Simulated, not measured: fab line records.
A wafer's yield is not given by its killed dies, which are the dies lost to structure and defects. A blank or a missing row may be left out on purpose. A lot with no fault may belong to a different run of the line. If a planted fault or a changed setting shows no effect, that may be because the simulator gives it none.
fab line records + flow sky130
record
- lots=15
- wafers=45
- last_day=50
route steps=708 shown DNWELL@44 VT_ADJUST_HVTP@93 VT_ADJUST_LVTN@117 VT_ADJUST_NCORE@129 POLY_GATE@227
lots untouched by any fault: they come from a run of this same line in which no faults occurred
start_h: the number of hours between the record's first day and the start of the first shown wafer of the lot + wait_h: how many hours have passed since the lot's step before this one + " repeats the value in the row above + L1.1+2: several wafers, shown together as one row + - no value present, or no start provided + * or withheld: withheld + < > ~ a bound
route shown NAME@n: NAME is a module with steps in the file, n the number in the route of the first one + usual: average and standard deviation across the fault-free wafers + same: alike in all rows + chamber/n: place in a boat + sites: per-site readings + _std_site: the standard deviation of these + _edge_site: mean of outer sites minus mean of inner sites + radius_mm: for every site, how far away it sits from the centre of the wafer + mask NAME#n: copy n + behind: the most recent tool/chamber to have shaped the wafer + hold: cause of the lot's hold/its duration in hours/its outcome + device: whichever transistor did not switch (one of n, p or np) + end of line: the tests these same wafers got at the end of their route + a step given without rows: its recipe and nothing more + killed: dies lost to structure and defects at the first sort, not the wafer's yield + map: the dies of a wafer, with x for killed, . for not killed, _ for no die there
set.NAME: setting as actually run; set.NAME@STEP: the setting as run at that earlier step + model.NAME: the simulator's own value behind a step, which no gauge read
one table for each step of the route and one row for each wafer, over a sample of lots
services: a tool's chamber out of use, with start hour (start_h, from the record's first day; less than 0 if before it), hours out, and reason
## steps
# step SKY_DNWELL_TW_MEAS_09
# usual
- DNWELL_TW=1121/7.4
| lot.wafer | tool          | chamber | start_h | wait_h | DNWELL_TW |
|-----------|---------------|---------|---------|--------|-----------|
| L754.2    | film_metro-03 | -       | 55.89   | 0.1    | 1126      |
| L754.3    | "             | -       | "       | "      | 1121      |
| L754.5    | "             | -       | "       | "      | 1122      |
| L755.2    | film_metro-03 | -       | 62.54   | 0.1    | 1117      |
| L755.5    | "             | -       | "       | "      | 1116      |
| L755.6    | "             | -       | "       | "      | 1123      |
| L758.2    | film_metro-03 | -       | 76.84   | 0.1    | 1116      |
| L758.4    | "             | -       | "       | "      | 1112      |
| L758.5    | "             | -       | "       | "      | 1119      |
| L760.1    | film_metro-03 | -       | 90.93   | 0.1    | 1118      |
| L760.3    | "             | -       | "       | "      | 1113      |
| L760.6    | "             | -       | "       | "      | 1122      |
| L764.2    | film_metro-03 | -       | 109.93  | 0.1    | 1111      |
| L764.3    | "             | -       | "       | "      | 1114      |
| L764.6    | "             | -       | "       | "      | 1111      |
| L765.2    | film_metro-03 | -       | 117.29  | 0.1    | 1114      |
| L765.3    | "             | -       | "       | "      | 1114      |
| L765.5    | "             | -       | "       | "      | 1111      |
| L766.1    | film_metro-01 | -       | 122.13  | 0.1    | 1126      |
| L766.2    | "             | -       | "       | "      | 1122      |
| L766.3    | "             | -       | "       | "      | 1132      |
| L769.3    | film_metro-03 | -       | 138.90  | 0.1    | 1104      |
| L769.5    | "             | -       | "       | "      | 1112      |
| L769.6    | "             | -       | "       | "      | 1113      |
| L770.3    | film_metro-01 | -       | 143.59  | 0.1    | 1142      |
| L770.4    | "             | -       | "       | "      | 1135      |
| L770.6    | "             | -       | "       | "      | 1136      |
| L771.2    | film_metro-02 | -       | 148.94  | 0.1    | 1116      |
| L771.3    | "             | -       | "       | "      | 1111      |
| L771.6    | "             | -       | "       | "      | 1117      |
| L772.1    | film_metro-01 | -       | 154.68  | 0.1    | 1122      |
| L772.2    | "             | -       | "       | "      | 1121      |
| L772.5    | "             | -       | "       | "      | 1124      |
| L773.2    | film_metro-03 | -       | 160.99  | 0.1    | 1119      |
| L773.3    | "             | -       | "       | "      | 1117      |
| L773.4    | "             | -       | "       | "      | 1117      |
| L774.1    | film_metro-01 | -       | 168.08  | 0.1    | 1138      |
| L774.3    | "             | -       | "       | "      | 1135      |
| L774.5    | "             | -       | "       | "      | 1131      |
| L775.1    | film_metro-02 | -       | 169.78  | 0.1    | 1130      |
| L775.3    | "             | -       | "       | "      | 1121      |
| L775.4    | "             | -       | "       | "      | 1130      |
| L776.2    | film_metro-01 | -       | 177.24  | 0.1    | 1117      |
| L776.4    | "             | -       | "       | "      | 1125      |
| L776.5    | "             | -       | "       | "      | 1118      |
# step SKY_VT_ADJUST_HVTP_OVL_MEAS_08
# usual
- VT_ADJUST_HVTP_OVL=-0.2/1.3
| lot.wafer | tool       | chamber | start_h | wait_h | VT_ADJUST_HVTP_OVL[nm] |
|-----------|------------|---------|---------|--------|------------------------|
| L754.2    | overlay-02 | -       | 127.64  | 0.1    | 1.1                    |
| L754.3    | "          | -       | "       | "      | -0.5                   |
| L754.5    | "          | -       | "       | "      | 1.7                    |
| L755.2    | overlay-01 | -       | 133.65  | 0.1    | -1.8                   |
| L755.5    | "          | -       | "       | "      | -0.9                   |
| L755.6    | "          | -       | "       | "      | 0.4                    |
| L758.2    | overlay-02 | -       | 151.36  | 0.1    | -2.1                   |
| L758.4    | "          | -       | "       | "      | -0.6                   |
| L758.5    | "          | -       | "       | "      | -0.7                   |
| L760.1    | overlay-01 | -       | 167.85  | 0.1    | 2.5                    |
| L760.3    | "          | -       | "       | "      | 1.3                    |
| L760.6    | "          | -       | "       | "      | 1.0                    |
| L764.2    | overlay-01 | -       | 185.61  | 0.1    | -1.0                   |
| L764.3    | "          | -       | "       | "      | 1.7                    |
| L764.6    | "          | -       | "       | "      | 0.6                    |
| L765.2    | overlay-01 | -       | 202.09  | 0.1    | -0.7                   |
| L765.3    | "          | -       | "       | "      | 0.2                    |
| L765.5    | "          | -       | "       | "      | 1.0                    |
| L766.1    | overlay-01 | -       | 204.45  | 0.1    | 0.9                    |
| L766.2    | "          | -       | "       | "      | 1.3                    |
| L766.3    | "          | -       | "       | "      | 0.9                    |
| L769.3    | overlay-01 | -       | 224.76  | 0.1    | -0.3                   |
| L769.5    | "          | -       | "       | "      | 0.6                    |
| L769.6    | "          | -       | "       | "      | -2.7                   |
| L770.3    | overlay-02 | -       | 226.26  | 0.1    | -2.5                   |
| L770.4    | "          | -       | "       | "      | -1.1                   |
| L770.6    | "          | -       | "       | "      | -1.5                   |
| L771.2    | overlay-01 | -       | 229.71  | 0.1    | -1.1                   |
| L771.3    | "          | -       | "       | "      | -0.5                   |
| L771.6    | "          | -       | "       | "      | -0.6                   |
| L772.1    | overlay-02 | -       | 241.95  | 0.1    | -1.6                   |
| L772.2    | "          | -       | "       | "      | 0.5                    |
| L772.5    | "          | -       | "       | "      | 0.1                    |
| L773.2    | overlay-01 | -       | 245.85  | 0.1    | -0.8                   |
| L773.3    | "          | -       | "       | "      | -3.5                   |
| L773.4    | "          | -       | "       | "      | -1.3                   |
| L774.1    | overlay-01 | -       | 250.80  | 0.1    | -2.6                   |
| L774.3    | "          | -       | "       | "      | -0.3                   |
| L774.5    | "          | -       | "       | "      | -0.3                   |
| L775.1    | overlay-01 | -       | 251.59  | 0.1    | -0.8                   |
| L775.3    | "          | -       | "       | "      | 0.3                    |
| L775.4    | "          | -       | "       | "      | -0.2                   |
| L776.2    | overlay-02 | -       | 262.86  | 0.1    | -0.4                   |
| L776.4    | "          | -       | "       | "      | -0.7                   |
| L776.5    | "          | -       | "       | "      | 0.8                    |
# step SKY_VT_ADJUST_LVTN_STRIP_20
# recipe
- chemistry=O2/N2
- power_w=1400
- pressure_mtorr=1500
- platen_temp_c=withheld
- o2_flow_sccm=3000
- n2_flow_sccm=300
- overash_fraction=0.5
# usual
- chamber_pressure_mTorr=1499.9/1.4
- drypump_motor_current_A=5.7/0.63
- oes_product_au=0.715/0.0045
- strip_time_to_endpoint_s=14.17/0.039
| lot.wafer | tool            | chamber | start_h | wait_h | chamber_pressure_mTorr | drypump_motor_current_A | oes_product_au | rf_hours_counter_h | strip_time_to_endpoint_s |
|-----------|-----------------|---------|---------|--------|------------------------|-------------------------|----------------|--------------------|--------------------------|
| L754.2    | plasma_asher-02 | 0       | 166.86  | 0.1    | 1499.6                 | 6.2                     | 0.718          | 50                 | 14.19                    |
| L754.3    | "               | 1       | "       | "      | 1500.5                 | 5.2                     | 0.714          | -                  | 14.20                    |
| L754.5    | "               | 0       | "       | "      | 1500.1                 | 6.2                     | 0.718          | -                  | 14.21                    |
| L755.2    | plasma_asher-04 | 0       | 180.45  | 0.1    | 1501.0                 | 6.5                     | 0.715          | 49                 | 14.22                    |
| L755.5    | "               | 0       | "       | "      | 1501.9                 | 6.5                     | 0.717          | -                  | 14.18                    |
| L755.6    | "               | 1       | "       | "      | 1500.6                 | 4.7                     | 0.710          | -                  | 14.21                    |
| L758.2    | plasma_asher-01 | 1       | 198.91  | 0.1    | 1499.9                 | 5.5                     | 0.714          | 6                  | 14.16                    |
| L758.4    | "               | 1       | "       | "      | 1498.2                 | 5.5                     | 0.711          | -                  | 14.21                    |
| L758.5    | "               | 1       | "       | "      | 1499.7                 | 5.5                     | 0.715          | -                  | 14.18                    |
| L760.1    | plasma_asher-04 | 0       | 206.76  | 0.1    | 1500.8                 | 6.6                     | 0.726          | 52                 | 14.15                    |
| L760.3    | "               | 1       | "       | "      | 1500.5                 | 4.7                     | 0.709          | -                  | 14.24                    |
| L760.6    | "               | 0       | "       | "      | 1500.2                 | 6.5                     | 0.711          | -                  | 14.19                    |
| L764.2    | plasma_asher-02 | 1       | 228.16  | 0.1    | -                      | -                       | -              | -                  | -                        |
| L764.3    | "               | 0       | "       | "      | -                      | -                       | -              | -                  | -                        |
| L764.6    | "               | 0       | "       | "      | -                      | -                       | -              | -                  | -                        |
| L765.2    | plasma_asher-04 | 1       | 245.61  | 0.1    | -                      | -                       | -              | -                  | -                        |
| L765.3    | "               | 0       | "       | "      | -                      | -                       | -              | -                  | -                        |
| L765.5    | "               | 0       | "       | "      | -                      | -                       | -              | -                  | -                        |
| L766.1    | plasma_asher-01 | 0       | 248.12  | 0.1    | -                      | -                       | -              | -                  | -                        |
| L766.2    | "               | 1       | "       | "      | -                      | -                       | -              | -                  | -                        |
| L766.3    | "               | 0       | "       | "      | -                      | -                       | -              | -                  | -                        |
| L769.3    | plasma_asher-02 | 0       | 268.88  | 0.1    | 1499.9                 | 6.2                     | 0.713          | -                  | 14.16                    |
| L769.5    | "               | 0       | "       | "      | 1500.6                 | 6.2                     | 0.717          | -                  | 14.14                    |
| L769.6    | "               | 1       | "       | "      | 1501.0                 | 5.2                     | 0.715          | -                  | 14.13                    |
| L770.3    | plasma_asher-02 | 1       | 271.75  | 0.1    | 1496.7                 | 5.2                     | 0.722          | -                  | 14.18                    |
| L770.4    | "               | 0       | "       | "      | 1499.8                 | 6.3                     | 0.708          | -                  | 14.15                    |
| L770.6    | "               | 0       | "       | "      | 1500.8                 | 6.2                     | 0.718          | -                  | 14.17                    |
| L771.2    | plasma_asher-01 | 0       | 275.52  | 0.1    | 1501.6                 | 6.2                     | 0.721          | 13                 | 14.21                    |
| L771.3    | "               | 0       | "       | "      | 1499.4                 | 6.2                     | 0.711          | -                  | 14.20                    |
| L771.6    | "               | 0       | "       | "      | 1498.8                 | 6.2                     | 0.716          | -                  | 14.17                    |
| L772.1    | plasma_asher-04 | 1       | 288.21  | 0.1    | 1501.2                 | 4.7                     | 0.711          | 60                 | 14.14                    |
| L772.2    | "               | 0       | "       | "      | 1498.4                 | 6.4                     | 0.717          | 60                 | 14.15                    |
| L772.5    | "               | 1       | "       | "      | 1499.6                 | 4.7                     | 0.714          | -                  | 14.12                    |
| L773.2    | plasma_asher-01 | 0       | 292.15  | 0.1    | 1499.0                 | 6.2                     | 0.723          | 14                 | 14.17                    |
| L773.3    | "               | 1       | "       | "      | 1499.4                 | 5.4                     | 0.726          | -                  | 14.24                    |
| L773.4    | "               | 0       | "       | "      | 1500.5                 | 6.2                     | 0.711          | -                  | 14.23                    |
| L774.1    | plasma_asher-02 | 1       | 298.91  | 0.1    | 1498.2                 | 5.2                     | 0.714          | 63                 | 14.17                    |
| L774.3    | "               | 1       | "       | "      | 1501.2                 | 5.1                     | 0.716          | -                  | 14.12                    |
| L774.5    | "               | 1       | "       | "      | 1501.7                 | 5.2                     | 0.713          | -                  | 14.18                    |
| L775.1    | plasma_asher-01 | 1       | 300.35  | 0.1    | 1499.6                 | 5.5                     | 0.718          | 15                 | 14.21                    |
| L775.3    | "               | 0       | "       | "      | 1499.5                 | 6.2                     | 0.707          | -                  | 14.22                    |
| L775.4    | "               | 1       | "       | "      | 1501.1                 | 5.5                     | 0.720          | -                  | 14.22                    |
| L776.2    | plasma_asher-04 | 0       | 311.47  | 0.1    | 1503.2                 | 6.5                     | 0.717          | 62                 | 14.19                    |
| L776.4    | "               | 1       | "       | "      | 1500.5                 | 4.7                     | 0.726          | -                  | 14.11                    |
| L776.5    | "               | 0       | "       | "      | 1499.1                 | 6.5                     | 0.707          | -                  | 14.14                    |
# step SKY_VT_ADJUST_NCORE_STRIP_10
# recipe
- chemistry=O2/N2
- power_w=1400
- pressure_mtorr=1500
- platen_temp_c=withheld
- o2_flow_sccm=3000
- n2_flow_sccm=300
- overash_fraction=0.5
# usual
- chamber_pressure_mTorr=1500.1/1.4
- drypump_motor_current_A=5.7/0.45
- oes_product_au=0.716/0.0044
- strip_time_to_endpoint_s=14.16/0.049
| lot.wafer | tool            | chamber | start_h | wait_h | chamber_pressure_mTorr | drypump_motor_current_A | oes_product_au | rf_hours_counter_h | strip_time_to_endpoint_s |
|-----------|-----------------|---------|---------|--------|------------------------|-------------------------|----------------|--------------------|--------------------------|
| L754.2    | plasma_asher-01 | 1       | 184.64  | 0.1    | 1500.1                 | 5.5                     | 0.714          | 5                  | 14.21                    |
| L754.3    | "               | 0       | "       | "      | 1498.5                 | 6.2                     | 0.719          | -                  | 14.13                    |
| L754.5    | "               | 1       | "       | "      | 1498.5                 | 5.5                     | 0.713          | -                  | 14.17                    |
| L755.2    | plasma_asher-02 | 0       | 199.14  | 0.1    | 1498.9                 | 6.2                     | 0.716          | 53                 | 14.15                    |
| L755.5    | "               | 0       | "       | "      | 1499.8                 | 6.2                     | 0.715          | -                  | 14.16                    |
| L755.6    | "               | 1       | "       | "      | 1499.7                 | 5.2                     | 0.719          | -                  | 14.20                    |
| L758.2    | plasma_asher-02 | 0       | 219.33  | 0.1    | 1499.6                 | 6.2                     | 0.712          | 55                 | 14.07                    |
| L758.4    | "               | 1       | "       | "      | 1499.2                 | 5.2                     | 0.718          | -                  | 14.09                    |
| L758.5    | "               | 0       | "       | "      | 1498.5                 | 6.2                     | 0.710          | -                  | 14.05                    |
| L760.1    | plasma_asher-03 | 0       | 228.58  | 0.1    | 1500.6                 | 5.8                     | 0.717          | 42                 | 14.14                    |
| L760.3    | "               | 1       | "       | "      | 1500.7                 | 5.3                     | 0.717          | -                  | 14.17                    |
| L760.6    | "               | 0       | "       | "      | 1498.0                 | 5.9                     | 0.714          | -                  | 14.16                    |
| L764.2    | plasma_asher-02 | 1       | 250.38  | 0.1    | 1502.9                 | 5.2                     | 0.723          | 59                 | 31.11                    |
| L764.3    | "               | 0       | "       | "      | 1499.8                 | 6.2                     | 0.719          | -                  | 31.07                    |
| L764.6    | "               | 0       | "       | "      | 1501.0                 | 6.2                     | 0.724          | -                  | 31.12                    |
| L765.2    | plasma_asher-01 | 0       | 267.99  | 0.1    | 1500.2                 | 6.2                     | 0.716          | 12                 | 31.33                    |
| L765.3    | "               | 0       | "       | "      | 1502.4                 | 6.2                     | 0.722          | -                  | 31.28                    |
| L765.5    | "               | 1       | "       | "      | 1498.2                 | 5.5                     | 0.720          | -                  | 31.31                    |
| L766.1    | plasma_asher-02 | 0       | 270.59  | 0.1    | 1501.0                 | 6.2                     | 0.725          | 61                 | 31.18                    |
| L766.2    | "               | 1       | "       | "      | 1500.9                 | 5.2                     | 0.723          | 61                 | 31.23                    |
| L766.3    | "               | 0       | "       | "      | 1499.7                 | 6.2                     | 0.718          | -                  | 31.28                    |
| L769.3    | plasma_asher-02 | 0       | 292.22  | 0.1    | 1498.8                 | 6.2                     | 0.716          | -                  | 14.20                    |
| L769.5    | "               | 1       | "       | "      | 1498.4                 | 5.2                     | 0.713          | -                  | 14.19                    |
| L769.6    | "               | 0       | "       | "      | 1501.7                 | 6.3                     | 0.710          | -                  | 14.19                    |
| L770.3    | plasma_asher-03 | 0       | 295.97  | 0.1    | 1501.6                 | 5.8                     | 0.723          | -                  | 14.14                    |
| L770.4    | "               | 1       | "       | "      | 1498.4                 | 5.3                     | 0.719          | -                  | 14.13                    |
| L770.6    | "               | 1       | "       | "      | 1501.5                 | 5.3                     | 0.715          | -                  | 14.14                    |
| L771.2    | plasma_asher-02 | 0       | 300.79  | 0.1    | 1499.3                 | 6.2                     | 0.716          | 64                 | 14.20                    |
| L771.3    | "               | 0       | "       | "      | 1498.7                 | 6.2                     | 0.714          | -                  | 14.20                    |
| L771.6    | "               | 0       | "       | "      | 1500.6                 | 6.2                     | 0.715          | -                  | 14.22                    |
| L772.1    | plasma_asher-02 | 1       | 313.04  | 0.1    | 1497.5                 | 5.2                     | 0.720          | 65                 | 14.16                    |
| L772.2    | "               | 0       | "       | "      | 1500.9                 | 6.2                     | 0.711          | 65                 | 14.12                    |
| L772.5    | "               | 0       | "       | "      | 1500.0                 | 6.2                     | 0.713          | -                  | 14.09                    |
| L773.2    | plasma_asher-01 | 0       | 317.92  | 0.1    | 1499.4                 | 6.1                     | 0.714          | 16                 | 14.15                    |
| L773.3    | "               | 1       | "       | "      | 1497.9                 | 5.4                     | 0.712          | -                  | 14.17                    |
| L773.4    | "               | 0       | "       | "      | 1499.8                 | 6.1                     | 0.721          | -                  | 14.14                    |
| L774.1    | plasma_asher-03 | 1       | 324.64  | 0.1    | 1501.3                 | 5.3                     | 0.711          | 51                 | 14.25                    |
| L774.3    | "               | 0       | "       | "      | 1501.7                 | 5.8                     | 0.720          | -                  | 14.31                    |
| L774.5    | "               | 0       | "       | "      | 1499.9                 | 5.9                     | 0.728          | -                  | 14.23                    |
| L775.1    | plasma_asher-02 | 1       | 326.14  | 0.1    | 1499.2                 | 5.2                     | 0.713          | 66                 | 14.21                    |
| L775.3    | "               | 0       | "       | "      | 1499.5                 | 6.2                     | 0.715          | -                  | 14.18                    |
| L775.4    | "               | 1       | "       | "      | 1502.9                 | 5.2                     | 0.719          | -                  | 14.19                    |
| L776.2    | plasma_asher-02 | 0       | 337.53  | 0.1    | 1499.6                 | 6.2                     | 0.711          | 67                 | 14.11                    |
| L776.4    | "               | 0       | "       | "      | 1498.7                 | 6.2                     | 0.714          | -                  | 14.15                    |
| L776.5    | "               | 0       | "       | "      | 1498.9                 | 6.3                     | 0.715          | -                  | 14.14                    |
# step SKY_VT_ADJUST_NCORE_TW_MEAS_11
# usual
- VT_ADJUST_NCORE_TW=223.1/1.6
| lot.wafer | tool          | chamber | start_h | wait_h | VT_ADJUST_NCORE_TW |
|-----------|---------------|---------|---------|--------|--------------------|
| L754.2    | film_metro-04 | -       | 184.75  | 0.1    | 226.2              |
| L754.3    | "             | -       | "       | "      | 225.4              |
| L754.5    | "             | -       | "       | "      | 225.7              |
| L755.2    | film_metro-04 | -       | 199.25  | 0.1    | 224.2              |
| L755.5    | "             | -       | "       | "      | 225.2              |
| L755.6    | "             | -       | "       | "      | 225.9              |
| L758.2    | film_metro-02 | -       | 219.44  | 0.1    | 221.5              |
| L758.4    | "             | -       | "       | "      | 220.6              |
| L758.5    | "             | -       | "       | "      | 221.8              |
| L760.1    | film_metro-02 | -       | 228.68  | 0.1    | 221.3              |
| L760.3    | "             | -       | "       | "      | 222.1              |
| L760.6    | "             | -       | "       | "      | 222.2              |
| L764.2    | film_metro-04 | -       | 250.49  | 0.1    | 30.8               |
| L764.3    | "             | -       | "       | "      | 30.9               |
| L764.6    | "             | -       | "       | "      | 30.7               |
| L765.2    | film_metro-02 | -       | 268.10  | 0.1    | 30.3               |
| L765.3    | "             | -       | "       | "      | 30.4               |
| L765.5    | "             | -       | "       | "      | 30.3               |
| L766.1    | film_metro-01 | -       | 270.69  | 0.1    | 30.5               |
| L766.2    | "             | -       | "       | "      | 30.7               |
| L766.3    | "             | -       | "       | "      | 30.6               |
| L769.3    | film_metro-02 | -       | 292.31  | 0.1    | 220.9              |
| L769.5    | "             | -       | "       | "      | 220.6              |
| L769.6    | "             | -       | "       | "      | 221.6              |
| L770.3    | film_metro-01 | -       | 296.06  | 0.1    | 221.5              |
| L770.4    | "             | -       | "       | "      | 223.2              |
| L770.6    | "             | -       | "       | "      | 223.8              |
| L771.2    | film_metro-01 | -       | 300.90  | 0.1    | 221.9              |
| L771.3    | "             | -       | "       | "      | 222.3              |
| L771.6    | "             | -       | "       | "      | 222.3              |
| L772.1    | film_metro-04 | -       | 313.14  | 0.1    | 225.4              |
| L772.2    | "             | -       | "       | "      | 224.7              |
| L772.5    | "             | -       | "       | "      | 224.6              |
| L773.2    | film_metro-01 | -       | 318.03  | 0.1    | 223.5              |
| L773.3    | "             | -       | "       | "      | 223.2              |
| L773.4    | "             | -       | "       | "      | 222.6              |
| L774.1    | film_metro-01 | -       | 324.74  | 0.1    | 221.8              |
| L774.3    | "             | -       | "       | "      | 223.5              |
| L774.5    | "             | -       | "       | "      | 221.7              |
| L775.1    | film_metro-04 | -       | 326.24  | 0.1    | 225.8              |
| L775.3    | "             | -       | "       | "      | 224.6              |
| L775.4    | "             | -       | "       | "      | 226.1              |
| L776.2    | film_metro-02 | -       | 337.64  | 0.1    | 223.2              |
| L776.4    | "             | -       | "       | "      | 223.7              |
| L776.5    | "             | -       | "       | "      | 222.4              |
# step SKY_POLY_GATE_CD_MEAS_13
# recipe
- target_cd_nm=150
# usual
- cd_nm=149.8/1.5
| lot.wafer | tool      | chamber | start_h | wait_h | cd_nm |
|-----------|-----------|---------|---------|--------|-------|
| L754.2    | cd_sem-02 | -       | 369.90  | -      | 148.3 |
| L754.3    | "         | -       | "       | "      | 147.3 |
| L754.5    | "         | -       | "       | "      | 147.6 |
| L755.2    | cd_sem-01 | -       | 388.45  | -      | 147.3 |
| L755.5    | "         | -       | "       | "      | 147.5 |
| L755.6    | "         | -       | "       | "      | 147.8 |
| L758.2    | cd_sem-02 | -       | 409.80  | -      | 148.2 |
| L758.4    | "         | -       | "       | "      | 149.5 |
| L758.5    | "         | -       | "       | "      | 150.6 |
| L760.1    | cd_sem-02 | -       | 422.83  | -      | 151.5 |
| L760.3    | "         | -       | "       | "      | 151.6 |
| L760.6    | "         | -       | "       | "      | 150.3 |
| L764.2    | cd_sem-02 | -       | 454.93  | -      | 150.7 |
| L764.3    | "         | -       | "       | "      | 149.7 |
| L764.6    | "         | -       | "       | "      | 148.9 |
| L765.2    | cd_sem-01 | -       | 472.58  | -      | 147.9 |
| L765.3    | "         | -       | "       | "      | 147.5 |
| L765.5    | "         | -       | "       | "      | 149.1 |
| L766.1    | cd_sem-01 | -       | 483.52  | -      | 152.0 |
| L766.2    | "         | -       | "       | "      | 151.6 |
| L766.3    | "         | -       | "       | "      | 150.7 |
| L769.3    | cd_sem-02 | -       | 509.72  | -      | 150.6 |
| L769.5    | "         | -       | "       | "      | 150.6 |
| L769.6    | "         | -       | "       | "      | 150.0 |
| L771.2    | cd_sem-01 | -       | 519.73  | -      | 147.5 |
| L771.3    | "         | -       | "       | "      | 148.1 |
| L771.6    | "         | -       | "       | "      | 147.1 |
| L770.3    | cd_sem-02 | -       | 519.87  | -      | 152.8 |
| L770.4    | "         | -       | "       | "      | 152.3 |
| L770.6    | "         | -       | "       | "      | 151.4 |
| L772.1    | cd_sem-02 | -       | 532.57  | -      | 149.7 |
| L772.2    | "         | -       | "       | "      | 151.7 |
| L772.5    | "         | -       | "       | "      | 152.0 |
| L773.2    | cd_sem-02 | -       | 535.48  | -      | 148.4 |
| L773.3    | "         | -       | "       | "      | 149.3 |
| L773.4    | "         | -       | "       | "      | 150.6 |
| L774.1    | cd_sem-02 | -       | 546.16  | -      | 153.0 |
| L774.3    | "         | -       | "       | "      | 152.4 |
| L774.5    | "         | -       | "       | "      | 151.9 |
| L775.1    | cd_sem-01 | -       | 558.43  | -      | 148.7 |
| L775.3    | "         | -       | "       | "      | 148.2 |
| L775.4    | "         | -       | "       | "      | 147.9 |
| L776.2    | cd_sem-02 | -       | 563.89  | -      | 151.3 |
| L776.4    | "         | -       | "       | "      | 149.3 |
| L776.5    | "         | -       | "       | "      | 151.3 |
## services
| tool            | chamber | start_h | hours | kind   |
|-----------------|---------|---------|-------|--------|
| plasma_asher-01 | -       | 204.78  | 7.1   | pm     |
| plasma_asher-04 | -       | 211.23  | 2.8   | repair |
| plasma_asher-03 | -       | 217.19  | 3.3   | repair |
| plasma_asher-02 | -       | 228.84  | 0.3   | repair |
| plasma_asher-04 | -       | 328.91  | 11.8  | repair |
## key
first_sign
- step=SKY_VT_ADJUST_LVTN_STRIP_20
- reading=tool_record
- direction=missing
effect
- step=SKY_VT_ADJUST_NCORE_STRIP_10
- reading=strip_time_to_endpoint_s
- direction=up
- sigmas=99+
- usual=*
- struck=*
effect
- step=SKY_VT_ADJUST_NCORE_TW_MEAS_11
- reading=VT_ADJUST_NCORE_TW
- direction=down
- sigmas=99+
- usual=223.1
- struck=30.6
met_at SKY_VT_ADJUST_LVTN_STRIP_20
struck_lots L764,L765,L766
sort_left_out L764.2,L764.3,L764.6,L765.2,L765.3,L765.5,L766.1,L766.2,L766.3
tester_left_out L764,L765,L766
not_acting_at SKY_DNWELL_TW_MEAS_09,SKY_VT_ADJUST_HVTP_OVL_MEAS_08,SKY_POLY_GATE_CD_MEAS_13
onset_between 206.76 228.16
fault
- kind=skipped_step_whole
- tool=plasma_asher-01,plasma_asher-02,plasma_asher-04
- chamber=-
- onset_h=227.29
- steps=SKY_VT_ADJUST_LVTN_STRIP_20
- scope=struck_lots_only
# tester_left_out: of these lots the tester's yield and bins aren't shown, on N5 and GAA mostly nor the transistor test; their killed dies are dies lost to structure and defects alone, not to doping, threshold or leakage, so they don't give the yield
# sort_left_out: the simulated sort isn't trusted on such a fault, so these wafers' sort isn't shown, and their yield isn't known
